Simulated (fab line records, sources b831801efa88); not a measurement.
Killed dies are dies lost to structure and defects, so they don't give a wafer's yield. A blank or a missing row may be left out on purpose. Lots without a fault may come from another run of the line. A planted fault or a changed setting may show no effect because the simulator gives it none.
Which tool did it? | flow sfq_line | 14 lots, 42 wafers sampled, at 1 step of a route of 325

WHAT THE GAUGES READ, wafer by wafer
The record holds no reading of a measuring or inspecting step that can be judged against a usual standard deviation.

WHICH TOOL RAN EACH LOT (tool, then ch and the chambers of the sampled wafers, then the start)
lot  | SFQ_TRILAYER_I1_VIA_LITHO_COAT_054
L920 | litho_track-01 ch 0, day 13 01:18
L921 | litho_track-04 ch 0, day 13 09:17
L923 | litho_track-04 ch 0, day 14 02:56
L924 | litho_track-01 ch 0, day 14 10:24
L925 | litho_track-04 ch 0, day 14 19:18
L926 | litho_track-01 ch 0, day 15 04:18
L927 | litho_track-01 ch 0, day 15 13:29
L928 | litho_track-04 ch 0, day 15 23:10
L933 | litho_track-01 ch 0, day 17 12:21
L935 | litho_track-01 ch 0, day 17 17:45
L939 | litho_track-04 ch 0, day 19 16:35
L940 | litho_track-04 ch 0, day 19 23:56
L941 | litho_track-04 ch 0, day 20 05:59
L942 | litho_track-01 ch 0, day 20 08:56
- SFQ_TRILAYER_I1_VIA_LITHO_COAT_054: resist thk 62 nm.

WHAT THE TOOLS THEMSELVES READ (means of the sampled wafers that have a number; where no wafer has one, the mark that the record gives instead)
SFQ_TRILAYER_I1_VIA_LITHO_COAT_054. Usual: spin_speed_rpm 3000.3 rpm, standard deviation 2.
lot  | tool           | spin_speed_rpm (rpm) | flag
L920 | litho_track-01 | 3000.7               |
L921 | litho_track-04 | 2999.2               |
L923 | litho_track-04 | 2999.9               |
L924 | litho_track-01 | 3000.4               |
L925 | litho_track-04 | 2999.3               |
L926 | litho_track-01 | 3002.9               |
L927 | litho_track-01 | 2998.7               |
L928 | litho_track-04 | 3000.8               |
L933 | litho_track-01 | 2856.7               | OFF
L935 | litho_track-01 | 2857.3               | OFF
L939 | litho_track-04 | 3001.3               |
L940 | litho_track-04 | 3001.1               |
L941 | litho_track-04 | 2999.2               |
L942 | litho_track-01 | 2998.2               |

THE ANSWER, worked out from the rows above alone
Rule: a lot is off if the mean of its wafers that have a number lies more than 3 standard deviations from the usual mean. A lot without any number at a reading at which 4 lots or more have one is off too. The other lots that the step has rows for count as sound. The gauges are gone through in route order, then the tools' own readings, and for those a lot's mean is taken as printed above. The first step at which some lot is off is used, and at that step the reading that is off furthest; a lot without a number counts as furthest.
Off: L933, L935, at SFQ_TRILAYER_I1_VIA_LITHO_COAT_054 (spin_speed_rpm).
A tool fits if, at that step or a process step before it, it ran every lot that is off, and no sound lot after the first of them. None of those tried fits.

WHAT THE SIMULATOR HAD PUT IN
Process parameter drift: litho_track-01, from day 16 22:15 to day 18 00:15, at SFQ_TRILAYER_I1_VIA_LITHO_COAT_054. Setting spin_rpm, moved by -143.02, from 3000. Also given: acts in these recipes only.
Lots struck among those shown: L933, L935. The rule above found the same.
